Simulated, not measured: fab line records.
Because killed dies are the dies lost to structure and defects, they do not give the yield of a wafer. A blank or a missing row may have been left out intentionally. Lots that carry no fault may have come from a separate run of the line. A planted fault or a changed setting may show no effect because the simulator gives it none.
Which tool was responsible? ; flow sky130 ; Sampling: 24 lots, 72 wafers, 4 of 708 route steps

## WHAT THE GAUGES READ, wafer by wafer
SKY_NWELL_TW_MEAS_15. Usual: for NWELL_TW the level is 1809 and the standard deviation is 15.
lot;measured;on;NWELL_TW;flag
L074;day 4 16:15;film-metro-03;1796 1802 1788;
L075;day 4 21:31;film-metro-02;1848 1828 1836;
L076;day 5 05:41;film-metro-01;1791 1798 1807;
L077;day 5 11:04;film-metro-01;1811 1812 1806;
L078;day 5 15:59;film-metro-01;1806 1814 1792;
L079;day 5 18:38;film-metro-03;1813 1808 1801;
L080;day 5 20:38;film-metro-03;1796 1797 1802;
L081;day 6 01:58;film-metro-02;1817 1828 1816;
L082;day 6 03:56;film-metro-03;1813 1814 1819;
L083;day 6 06:58;film-metro-01;1802 1807 1803;
L084;day 6 08:51;film-metro-03;1803 1803 1800;
L085;day 6 10:28;film-metro-02;1844 1830 1835;
L086;day 6 11:46;film-metro-03;1808 1815 1809;
L087;day 6 13:08;film-metro-01;1799 1794 1797;
L088;day 10 13:43;film-metro-01;1785 1786 1788;
L089;day 10 22:00;film-metro-03;1803 1805 1794;
L090;day 11 03:53;film-metro-03;1816 1815 1810;
L091;day 11 01:46;film-metro-01;1801 1794 1799;
L092;day 11 03:08;film-metro-02;1849 1846 1846;
L093;day 11 01:24;film-metro-03;1818 1817 1803;
L094;day 11 03:18;film-metro-03;1813 1812 1815;
L095;day 11 04:02;film-metro-01;1802 1799 1809;
L096;day 11 07:50;film-metro-03;1814 1822 1820;
L097;day 11 06:15;film-metro-01;1806 1816 1796;

SKY_NWELL_RS_MEAS_31: the measuring method here is four-point-probe. Usual: for PWDE_RS the level is 5268 ohm/sq and the standard deviation is 21.
lot;measured;on;PWDE_RS (ohm/sq);flag
L074;day 5 10:31;film-metro-01;5271 5254 5254;
L075;day 5 16:07;film-metro-02;5246 5256 5254;
L076;day 5 22:23;film-metro-03;5302 5308 5298;
L077;day 6 01:28;film-metro-03;5264 5268 5289;
L078;day 6 03:45;film-metro-02;5244 5260 5255;
L079;day 6 05:56;film-metro-02;5304 5280 5294;
L080;day 6 06:51;film-metro-03;5254 5263 5250;
L081;day 6 09:40;film-metro-01;5245 5244 5240;
L082;day 6 11:08;film-metro-01;5284 5269 5284;
L083;day 6 12:56;film-metro-03;5269 5260 5259;
L084;day 6 13:39;film-metro-03;5288 5287 5284;
L085;day 6 14:27;film-metro-02;5276 5281 5278;
L086;day 6 15:09;film-metro-02;5218 5226 5241;
L087;day 6 15:55;film-metro-02;5272 5269 5289;
L088;day 11 14:03;film-metro-02;5250 5236 5237;
L089;day 11 22:25;film-metro-03;5300 5322 5277;
L090;day 12 05:20;film-metro-03;5261 5262 5263;
L091;day 12 02:36;film-metro-03;5290 5276 5280;
L092;day 12 04:11;film-metro-02;5225 5222 5229;
L093;day 12 02:05;film-metro-01;5265 5285 5291;
L094;day 12 04:29;film-metro-01;5264 5261 5254;
L095;day 12 05:25;film-metro-02;5273 5272 5302;
L096;day 12 09:14;film-metro-02;5280 5289 5276;
L097;day 12 07:59;film-metro-02;5279 5285 5245;

## TOOL THAT RAN EACH LOT (tool first, then ch and the chambers of the sampled wafers, then the start)
lot;SKY_FIELD_ISO_ETCH_14;SKY_FIELD_ISO_ETCH_17
L074;rie-diel-01 ch 1,2, day 2 06:04;rie-si-02 ch 1,3, day 2 06:15
L075;rie-diel-03 ch 0,1,3, day 2 12:06;rie-si-01 ch 0,2,3, day 2 12:18
L076;rie-diel-01 ch 0,2,3, day 2 19:08;rie-si-01 ch 1,2,3, day 2 19:20
L077;rie-diel-03 ch 1,2,3, day 2 22:07;rie-si-02 ch 0,1,2, day 2 22:18
L078;rie-diel-03 ch 1,2, day 3 01:42;rie-si-02 ch 1,3, day 3 01:54
L079;rie-diel-03 ch 1,2,3, day 3 07:26;rie-si-02 ch 0,2,3, day 3 07:38
L080;rie-diel-02 ch 0,1,2, day 3 11:10;rie-si-01 ch 1,2,3, day 3 11:21
L081;rie-diel-03 ch 0,2,3, day 3 16:56;rie-si-01 ch 0,2, day 3 17:08
L082;rie-diel-03 ch 2,3, day 3 22:28;rie-si-02 ch 0,1,2, day 3 22:39
L083;rie-diel-01 ch 1,2,3, day 4 03:38;rie-si-02 ch 1,2, day 4 03:50
L084;rie-diel-03 ch 0,1,2, day 4 08:56;rie-si-01 ch 0,2,3, day 4 09:08
L085;rie-diel-02 ch 1,2, day 4 16:07;rie-si-02 ch 0,1,2, day 4 16:18
L086;rie-diel-03 ch 1,2,3, day 4 19:29;rie-si-01 ch 0,1, day 4 19:41
L087;rie-diel-02 ch 1,2, day 4 23:45;rie-si-01 ch 0,1,3, day 4 23:57
L088;rie-diel-01 ch 1,2,3, day 7 15:20;rie-si-02 ch 0,2, day 7 15:32
L089;rie-diel-01 ch 1,3, day 7 16:32;rie-si-02 ch 1,2, day 7 16:44
L090;rie-diel-01 ch 1,2,3, day 7 18:28;rie-si-02 ch 0,2, day 7 18:40
L091;rie-diel-02 ch 1,3, day 7 19:11;rie-si-01 ch 0,1, day 7 19:23
L092;rie-diel-01 ch 0,1,3, day 7 20:23;rie-si-01 ch 1,2, day 7 20:35
L093;rie-diel-02 ch 0,2, day 7 20:52;rie-si-01 ch 0,1,2, day 7 21:04
L094;rie-diel-01 ch 0,2, day 7 21:28;rie-si-02 ch 1,2, day 7 21:40
L095;rie-diel-02 ch 0,1, day 7 21:56;rie-si-01 ch 0,1,2, day 7 22:11
L096;rie-diel-02 ch 0,1,2, day 7 23:38;rie-si-02 ch 0,2, day 7 23:50
L097;rie-diel-01 ch 1,2,3, day 8 00:29;rie-si-02 ch 0,1, day 8 00:41
- SKY_FIELD_ISO_ETCH_14: etches BARC in N2/H2, stops on SiO2, time 45.9 s, target depth 60 nm.
- SKY_FIELD_ISO_ETCH_17: etches Si in HBr/Cl2/O2, target depth 342 nm, time 97.7 s.

## WHAT THE TOOLS THEMSELVES READ (means of the sampled wafers that have a number; where no wafer has one, the mark that the record gives instead)
SKY_FIELD_ISO_ETCH_14. Usual: drypump-motor-current-A 5.4 A, standard deviation 0.51; oes-product-au 0.855 a.u., standard deviation 0.0047; throttle-valve-pct 13.224 %, standard deviation 0.0086.
lot;tool;drypump-motor-current-A (A);oes-product-au (a.u.);throttle-valve-pct (%);flag
L074;rie-diel-01;5.7;0.855;13.226;
L075;rie-diel-03;6.0;0.857;13.226;
L076;rie-diel-01;5.2;0.857;13.229;
L077;rie-diel-03;5.9;0.852;13.232;
L078;rie-diel-03;5.9;0.853;13.223;
L079;rie-diel-03;5.9;0.855;13.221;
L080;rie-diel-02;5.1;0.856;13.222;
L081;rie-diel-03;5.5;0.856;13.210;
L082;rie-diel-03;5.8;0.859;13.227;
L083;rie-diel-01;5.4;0.854;13.229;
L084;rie-diel-03;5.6;0.851;13.230;
L085;rie-diel-02;5.1;0.862;13.226;
L086;rie-diel-03;5.9;0.854;13.227;
L087;rie-diel-02;5.0;0.855;13.221;
L088;rie-diel-01;5.4;0.854;13.223;
L089;rie-diel-01;5.3;0.851;13.218;
L090;rie-diel-01;5.4;0.858;13.221;
L091;rie-diel-02;5.3;0.851;13.226;
L092;rie-diel-01;5.3;0.853;13.226;
L093;rie-diel-02;4.9;0.857;13.221;
L094;rie-diel-01;5.4;0.857;13.226;
L095;rie-diel-02;5.3;0.851;13.229;
L096;rie-diel-02;5.1;0.859;13.233;
L097;rie-diel-01;5.4;0.861;13.223;

SKY_FIELD_ISO_ETCH_17. Usual: O2_flow_sccm 6.001 sccm, standard deviation 0.018; drypump-motor-current-A 5.9 A, standard deviation 0.32; oes-product-au 0.990 a.u., standard deviation 0.012; throttle-valve-pct 25.664 %, standard deviation 0.011.
lot;tool;O2_flow_sccm (sccm);drypump-motor-current-A (A);oes-product-au (a.u.);throttle-valve-pct (%);flag
L074;rie-si-02;6.006;5.6;0.988;25.657;
L075;rie-si-01;6.024;5.9;0.989;25.666;
L076;rie-si-01;5.997;6.0;0.969;25.675;
L077;rie-si-02;6.005;5.8;0.997;25.664;
L078;rie-si-02;5.995;5.6;0.998;25.655;
L079;rie-si-02;6.017;5.9;0.996;25.656;
L080;rie-si-01;6.004;6.0;0.970;25.684;
L081;rie-si-01;6.006;5.7;0.989;25.673;
L082;rie-si-02;5.986;5.8;0.991;25.656;
L083;rie-si-02;5.984;6.0;1.001;25.656;
L084;rie-si-01;6.005;5.9;0.987;25.661;
L085;rie-si-02;5.990;5.8;0.996;25.663;
L086;rie-si-01;5.995;6.1;0.985;25.665;
L087;rie-si-01;6.012;6.1;0.978;25.670;
L088;rie-si-02;6.008;6.1;1.006;25.660;
L089;rie-si-02;5.982;6.0;1.000;25.653;
L090;rie-si-02;5.992;6.1;1.007;25.656;
L091;rie-si-01;5.996;6.1;0.990;25.663;
L092;rie-si-01;6.011;6.0;0.992;25.663;
L093;rie-si-01;6.007;5.9;0.983;25.659;
L094;rie-si-02;5.984;5.8;1.003;25.658;
L095;rie-si-01;6.020;6.0;0.992;25.672;
L096;rie-si-02;5.992;5.8;1.003;25.661;
L097;rie-si-02;6.017;5.6;0.996;25.663;

## THE ANSWER, worked out from the rows above alone
Rule: a lot counts as off when the mean over its wafers that have a number is more than 3 standard deviations away from the usual mean. Also off: a lot with no number at a reading for which 4 or more lots have one. The other lots that the step has rows for count as sound. First the gauges in route order, then the tools' own readings, where a lot's mean is used as printed above. The first step at which some lot is off is used, and at that step the reading that is off furthest; a lot without a number counts as furthest.
No lot is off at any reading shown: from this, nothing can be told.

## WHAT THE SIMULATOR HAD PUT IN
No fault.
